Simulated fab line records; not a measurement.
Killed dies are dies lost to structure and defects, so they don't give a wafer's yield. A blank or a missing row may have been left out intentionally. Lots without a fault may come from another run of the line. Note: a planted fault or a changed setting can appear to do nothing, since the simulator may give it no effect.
Which tool did it? + flow gf180mcu + 6 lots with 18 wafers sampled at 3 steps, on a route of 602 steps

WHAT THE GAUGES READ, wafer by wafer
GF_V4_THK_MEAS_01.
| lot  | measured     | on            | V4_CVD_00_THK (nm) |
|------|--------------|---------------|--------------------|
| L612 | day 24 05:24 | film metro-01 | 598 591 597        |
| L616 | day 25 20:56 | film metro-02 | 596 601 586        |
| L618 | day 26 16:36 | film metro-04 | 597 598 604        |
| L620 | day 27 02:33 | film metro-02 | 298 597 292        |
| L631 | day 30 02:04 | film metro-01 | 597 608 605        |
| L633 | day 30 23:53 | film metro-02 | 602 597 592        |

TOOL THAT RAN EACH LOT (tool first, then ch and the chambers of the sampled wafers, then the start)
| lot  | GF_V3_ETCH_16                      | GF_V4_CVD_00                     |
|------|------------------------------------|----------------------------------|
| L612 | rie diel-02 ch 0,3, day 23 03:41   | hdpcvd-02 ch 0,1,2, day 24 05:20 |
| L616 | rie diel-02 ch 0,1, day 24 21:37   | hdpcvd-02 ch 0,1, day 25 20:52   |
| L618 | rie diel-02 ch 0,1,2, day 25 17:17 | hdpcvd-02 ch 0,1,2, day 26 16:31 |
| L620 | rie diel-03 ch 0,1,3, day 26 03:32 | hdpcvd-02 ch 0,2, day 27 02:28   |
| L631 | rie diel-02 ch 0,1,3, day 29 04:53 | hdpcvd-01 ch 1,2, day 30 02:00   |
| L633 | rie diel-02 ch 0,1,3, day 30 03:14 | hdpcvd-01 ch 0,1, day 30 23:47   |
- GF_V3_ETCH_16: etches BARC in N2/H2.
- GF_V4_CVD_00: deposits SiO2, target thk 600 nm, time 100 s.

THE ANSWER, worked out from the rows above alone
Rule: what is usual is taken from the lots themselves. Put in order of their means at a reading, lots are off if they are a third of the lots or fewer, leave a main group of 4 or more, and stand apart from it by a gap of 3 or more times the standard deviation of the main group's means; of several such gaps the widest counts. If all means in a main group match to the digits the tables above print for the reading, that group is not used. Also off: a lot with no number at a reading for which 4 or more lots have one. Where the step has rows for the other lots, those lots are counted as sound.
Off: L620, seen at GF_V4_THK_MEAS_01 (V4_CVD_00_THK). Main group: mean 598 nm, sd 3.2.
If a tool, at a process step before that reading, ran all the lots that are off and no sound lot after the first of them, it fits. Gauges at GF_V4_THK_MEAS_01: tried the same way as those tools. Undecided on this evidence; 2 tools fit (rie diel-03 at GF_V3_ETCH_16, hdpcvd-02 at GF_V4_CVD_00).

WHAT THE SIMULATOR HAD PUT IN
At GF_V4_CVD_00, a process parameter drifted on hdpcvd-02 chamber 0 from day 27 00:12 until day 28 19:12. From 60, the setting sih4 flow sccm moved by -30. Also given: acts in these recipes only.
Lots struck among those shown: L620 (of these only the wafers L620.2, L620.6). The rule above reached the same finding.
